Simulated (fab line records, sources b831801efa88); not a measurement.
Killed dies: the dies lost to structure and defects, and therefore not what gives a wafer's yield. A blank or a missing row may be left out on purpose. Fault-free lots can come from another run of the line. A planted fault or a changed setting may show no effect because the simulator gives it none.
One fault through the eyes of 2 desks ; flow gf180mcu ; numbers are kept per desk, each desk with only its own; the story behind them comes last

METROLOGY DESK
Lot by lot, what the gauges showed, no matter which tool ran the lot: averages of those sampled wafers that carry a number. If a lot's mean is further than 4 standard deviations from the usual mean, the lot is out of limits and carries the mark OUT (the distance appears in the brackets).
Columns: A = V4_OVL at GF_V4_OVL_MEAS_15, usual -2 nm
lot;first seen here;A
L926;day 24 08:54;-4
L928;day 24 22:03;8
L930;day 25 19:06;-1
L932;day 26 06:36;3
L934;day 26 21:28;3
L936;day 27 17:51;-1
L938;day 28 05:49;-8
L944;day 30 00:12;-4
L945;day 30 05:32;-5
L946;day 30 19:50;-8
L947;day 30 23:21;-8
L948;day 31 09:24;-8
L949;day 31 09:53;-3
This desk's finding: nothing out of limits on any of the 13 lots.

AT THE TOOL OWNER'S DESK: pvd_sputter-04
The tool's own readings at GF_MIM_SPUTTER_01 (material TiN, target thk 30 nm, time 25 s): means of the sampled wafers that have a number, for each lot that ran on this tool. If a lot's mean is further than 4 standard deviations from the usual mean, the lot is out of limits and carries the mark OUT (the distance appears in the brackets).
Columns: A = cathode_dc_power_W at GF_MIM_SPUTTER_01, usual 6500.1 W; B = throttle_valve_pct at GF_MIM_SPUTTER_01, usual 30.0 %
lot;first seen here;A;B
L926;day 24 10:24;6499.8;30.3
L934;day 26 22:56;6500.8;30.1
L936;day 27 19:20;6211.8 (-99 or more) OUT;30.4
L938;day 28 07:18;6211.1 (-99 or more) OUT;29.8
This desk finds L936, L938 out of limits, L936 being first, at day 27 19:20 (cathode_dc_power_W at GF_MIM_SPUTTER_01). L926, L934 stayed within limits.

ALL TOGETHER
The tool owner's desk could have raised an alarm at day 27 19:20, on L936, L938.
Metrology desk: nothing out of limits seen.
The metrology desk holds a record of L936, L938, inside its limits.
All the named lots went through GF_MIM_SPUTTER_01 on pvd_sputter-04.

WHAT THE SIMULATOR PUT IN
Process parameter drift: pvd_sputter-04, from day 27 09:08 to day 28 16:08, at GF_MIM_SPUTTER_01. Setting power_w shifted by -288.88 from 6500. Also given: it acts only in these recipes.
Struck lots among those shown: L936, L938.
Delay in hours, fault start to first out-of-limits reading, by desk: the tool owner's desk at 10.
